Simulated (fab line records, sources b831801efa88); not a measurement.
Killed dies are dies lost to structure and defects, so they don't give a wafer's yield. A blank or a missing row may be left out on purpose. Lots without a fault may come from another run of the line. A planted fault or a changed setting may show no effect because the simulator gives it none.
A struck lot beside a sound one | flow sky130 | 15 steps out of a route of 708
Sound: wafers L403.2, L403.3, L403.4. Struck: wafers L415.1, L415.2, L415.4. The cause comes at the end.
At each step with rows: each side's tool, then ch and its chambers, then its first start. Under that, the readings that differ: sound wafers | struck wafers | difference of the means | sigmas: that difference in standard deviations of wafers without a fault.
alike: readings whose means differ by less than 2 such deviations, and words and numbers that are the same on both sides. not compared: withheld readings, readings that some wafer has no value for, bounds like >300 that may hide the same value, and numbers for which the record gives no deviation and whose values overlap.
The two part at a step that has a row with sigmas, a row that says differs or no value, or rows on one side only. Numbers that don't overlap but have no deviation are shown without sigmas and don't part them. A reading that every wafer of one side lacks parts them only if that side has two wafers or more.

SKY_VIA1_CMP_02: polishes SiO2.
  sound on cmp-01 ch 0,1,3, day 33 03:51; struck on cmp-02 ch 0,1,2, day 37 00:55
  alike: motor_current_A, platen_rpm
SKY_VIA1_BOW_MEAS_03:
  sound on film_metro-01, day 33 04:07; struck on film_metro-02, day 37 01:10
  alike: VIA1_BOW
then, 8 steps without rows for these wafers: SKY_VIA1_DEHYDRATE_04 (time 60 s); SKY_VIA1_HMDS_05 (prime time 60 s); SKY_VIA1_COAT_06 (resist thk 60 nm); SKY_VIA1_COAT_07 (resist thk 450 nm); SKY_VIA1_SOFTBAKE_08 (time 90 s); SKY_VIA1_EXPOSE_09 (exposes mask VIM, target cd 150 nm); SKY_VIA1_PEB_10; SKY_VIA1_DEVELOP_11 (develop time 60 s).
SKY_VIA1_CD_MEAS_12: target cd 150 nm.
  sound on cd_sem-02, day 34 06:55; struck on cd_sem-02, day 38 03:20
  alike: cd_nm
SKY_VIA1_OVL_MEAS_13:
  sound on overlay-01, day 34 07:01; struck on overlay-02, day 38 03:27
  alike: VIA1_OVL
SKY_VIA1_ETCH_14: etches BARC in N2/H2, stops on SiO2, time 45.9 s, target depth 60 nm.
  sound on rie_diel-04 ch 0,1,3, day 34 07:03; struck on rie_diel-01 ch 0,2,3, day 38 03:29
  reading               | sound             | struck            | difference | sigmas
  oes_product_au (a.u.) | 0.858 0.856 0.845 | 0.921 0.923 0.920 | +0.068     | +15
  run_length_s (s)      | 74.9 73.9 74.0    | 70.7 70.1 70.5    | -3.8       | -11
  alike: drypump_motor_current_A, throttle_valve_pct
  not compared: rf_hours_counter_h, model.KrF-thick_of_VIA1_COAT_07.thk_nm
SKY_VIA1_ETCH_15: etches SiO2 in C4F8/O2/Ar, stops on TiN, target depth 351 nm, time 54 s.
  sound on rie_diel-04 ch 0,1,3, day 34 07:05; struck on rie_diel-01 ch 0,2,3, day 38 03:32
  reading                                     | sound             | struck          | difference | sigmas
  model.KrF-thick_of_VIA1_COAT_07.thk_nm (nm) | 324.6 324.5 321.7 | 326 324.8 325.2 | +2         |
  alike: oes_product_au, run_length_s
  not compared: rf_hours_counter_h
SKY_VIA1_STRIP_16: strips in O2/N2.
  sound on plasma_asher-02 ch 0,1, day 34 07:08; struck on plasma_asher-01 ch 0,1, day 38 03:34
  alike: drypump_motor_current_A, oes_product_au, strip_time_to_endpoint_s
  not compared: rf_hours_counter_h

WHERE THEY PART
Only at SKY_VIA1_ETCH_14, within this record. Later steps at which nothing parts them and some readings are alike: SKY_VIA1_ETCH_15, SKY_VIA1_STRIP_16.

WHY: what the simulator had put in
Process parameter drift: rie_diel-01, from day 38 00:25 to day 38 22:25, at SKY_VIA1_ETCH_14. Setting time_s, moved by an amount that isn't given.
